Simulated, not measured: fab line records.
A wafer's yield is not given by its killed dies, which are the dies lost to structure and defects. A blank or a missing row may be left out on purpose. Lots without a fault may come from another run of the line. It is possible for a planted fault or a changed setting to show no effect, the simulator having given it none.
A single fault, viewed from 2 desks | flow sky130 | numbers are kept per desk, each desk with only its own; the story behind them comes last

## FOR THE TOOL OWNER'S DESK: pvd sputter-03
The tool's own readings at SKY_VIA4_SPUTTER_17 (material TiN, target thk 20 nm, time 80 s): means of the sampled wafers that have a number, for each lot that ran on this tool. Marked OUT: a lot whose mean sits more than 4 standard deviations from the usual mean, which makes it out of limits; the brackets give that distance.
Columns: A = throttle valve pct at SKY_VIA4_SPUTTER_17, usual 29.7 %
lot  | first seen here | A
L179 | day 42 07:35    | 29.0
L184 | day 44 19:33    | 28.3
L189 | day 45 14:11    | 30.8
L190 | day 47 02:38    | 29.8
L194 | day 47 07:01    | 28.7
Finding of this desk: none of the 5 lots has anything out of limits.

## FROM THE METROLOGY DESK
Lot by lot, what the gauges showed, no matter which tool ran the lot: averages of those sampled wafers that carry a number. Marked OUT: a lot whose mean sits more than 4 standard deviations from the usual mean, which makes it out of limits; the brackets give that distance.
Columns: A = CAP2M_OVL at SKY_CAP2M_OVL_MEAS_12, usual -0.2 nm
lot  | first seen here | A
L179 | day 40 05:18    | -0.2
L183 | day 41 20:48    | 0.4
L182 | day 42 01:24    | 0.3
L184 | day 42 18:59    | -0.4
L185 | day 43 09:48    | 0.6
L189 | day 43 16:25    | 1.8
L192 | day 45 02:26    | -1.0
L190 | day 45 06:25    | 2.3
L194 | day 45 10:53    | 1.6
L198 | day 46 00:26    | -0.7
L199 | day 46 10:27    | -1.6
L201 | day 46 14:33    | 0.1
L202 | day 47 02:34    | -1.6
Finding of this desk: none of the 13 lots has anything out of limits.

## TAKEN TOGETHER
The tool owner's desk saw nothing out of limits.
From the metrology desk's view, nothing was out of limits.

## WHAT WAS PUT IN BY THE SIMULATOR
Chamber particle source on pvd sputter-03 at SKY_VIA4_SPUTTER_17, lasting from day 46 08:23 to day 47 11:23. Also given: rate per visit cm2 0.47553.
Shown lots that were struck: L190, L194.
